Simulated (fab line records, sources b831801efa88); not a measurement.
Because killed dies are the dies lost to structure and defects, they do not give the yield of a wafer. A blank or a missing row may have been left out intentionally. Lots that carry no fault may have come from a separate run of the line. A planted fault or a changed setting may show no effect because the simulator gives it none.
Which of the tools did it? | flow sky130 | Sampling: 11 lots, 32 wafers, 2 of 708 route steps

== WHAT EACH GAUGE READ, for each wafer ==
SKY_VIA1_RS_MEAS_22: uses a four-point probe to measure.
lot  | measured     | on            | VIA1_W_RS (ohm/sq)
L310 | day 34 11:45 | film_metro-04 | 0.422 0.422 0.423
L311 | day 34 20:46 | film_metro-01 | 0.428 0.424 0.418
L313 | day 35 14:55 | film_metro-01 | 0.430 0.429 0.423
L314 | day 36 04:07 | film_metro-03 | 0.246 0.245
L316 | day 36 06:53 | film_metro-01 | 0.245 0.245 0.246
L319 | day 37 17:01 | film_metro-04 | 0.428 0.427 0.418
L325 | day 39 07:32 | film_metro-03 | 0.426 0.428 0.427
L326 | day 39 11:25 | film_metro-04 | 0.426 0.418 0.426
L327 | day 39 20:31 | film_metro-01 | 0.423 0.427 0.428
L328 | day 40 04:50 | film_metro-04 | 0.415 0.417 0.407
L330 | day 40 21:24 | film_metro-04 | 0.430 0.429 0.420

== TOOL THAT RAN EACH LOT (tool first, then ch and the chambers of the sampled wafers, then the start) ==
lot  | SKY_VIA1_CVD_21
L310 | cvd_w-01 ch 0,1, day 34 11:39
L311 | cvd_w-02 ch 0,1, day 34 20:41
L313 | cvd_w-01 ch 0,1, day 35 14:48
L314 | cvd_w-01 ch 1, day 36 04:01
L316 | cvd_w-01 ch 0,1, day 36 06:46
L319 | cvd_w-02 ch 0,1, day 37 16:55
L325 | cvd_w-01 ch 0,1, day 39 07:25
L326 | cvd_w-02 ch 0,1, day 39 11:20
L327 | cvd_w-01 ch 0,1, day 39 20:26
L328 | cvd_w-02 ch 0,1, day 40 04:43
L330 | cvd_w-01 ch 0,1, day 40 21:17
- SKY_VIA1_CVD_21: deposits W, target thk 270 nm, time 80.902 s.

== THE ANSWER, worked out from the rows above alone ==
Rule: what is usual is taken from the lots themselves. Put in order of their means at a reading, lots are off if they are a third of the lots or fewer, leave a main group of 4 or more, and stand apart from it by a gap of 3 or more times the standard deviation of the main group's means; of several such gaps the widest counts. A main group is skipped when, at the precision printed for the reading in the tables above, its means are all equal. A lot without any number at a reading at which 4 lots or more have one is off too. Where the step has rows for the other lots, those lots are counted as sound.
Off: L314, L316, at SKY_VIA1_RS_MEAS_22 (VIA1_W_RS). Mean 0.424 ohm/sq and standard deviation 0.0041 in the main group.
If a tool, at a process step before that reading, ran all the lots that are off and no sound lot after the first of them, it fits. Those tools and the gauges at SKY_VIA1_RS_MEAS_22 are tried in the same way. No candidate that was tried fits.

== WHAT WAS PUT IN BY THE SIMULATOR ==
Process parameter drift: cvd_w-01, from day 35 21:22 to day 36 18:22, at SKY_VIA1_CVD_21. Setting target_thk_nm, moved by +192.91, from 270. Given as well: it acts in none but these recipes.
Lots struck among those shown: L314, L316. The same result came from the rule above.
